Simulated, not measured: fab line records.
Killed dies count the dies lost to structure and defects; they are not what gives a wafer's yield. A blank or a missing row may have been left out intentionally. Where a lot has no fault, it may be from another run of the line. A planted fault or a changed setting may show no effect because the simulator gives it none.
Chamber matching -- flow sky130 -- SKY_POLY_CUT_ETCH_11 on rieDiel-01: 4 sister chambers
The step etches Si3N4 in CF4/CH2F2/Ar, stops on poly-Si, time 42.5 s, target depth 60 nm. 8 wafers are shown with their chamber, then 7 later ones without.

## WAFERS PAIRED WITH THEIR CHAMBERS
wafer,chamber,drypumpMotorCurrentA (A),oesProductAu (a.u.)
L807.6,0,5.8,0.830
L809.5,1,5.1,0.828
L809.6,0,5.8,0.818
L810.3,2,6.5,0.820
L810.4,3,5.3,0.832
L810.5,1,5.0,0.819
L811.1,2,6.5,0.835
L811.4,3,5.3,0.827

## WAFERS WITH NO CHAMBER GIVEN
wafer,drypumpMotorCurrentA (A),oesProductAu (a.u.)
L811.5,5.1,0.824
L821.1,5.8,0.839
L821.5,5.8,0.833
L821.6,5.0,0.824
L823.1,5.3,0.830
L823.4,5.0,0.832
L823.6,6.5,0.834

## CHAMBER TAKEN BY EACH
wafer,from the rows above,in truth
L811.5,1,1
L821.1,0,0
L821.5,0,0
L821.6,1,1
L823.1,3,3
L823.4,1,1
L823.6,2,2
Correct placement for 7 of the 7. Number that these rows cannot place: 0. Placed wrongly: 0.
How it was worked out, from the rows above alone: a wafer's distance from a chamber is the root of the sum, over the readings, of the square of ((its reading less the chamber's mean) divided by the reading's scatter). If the next closest chamber is less than 2 further off than the closest, the wafer can't be placed; otherwise it belongs to the closest. For every chamber, the mean is computed from those of its wafers that are shown. The scatter is the square root of a quotient: the sum, over the shown wafers, of each reading's squared deviation from its chamber's mean, divided by wafers minus chambers.
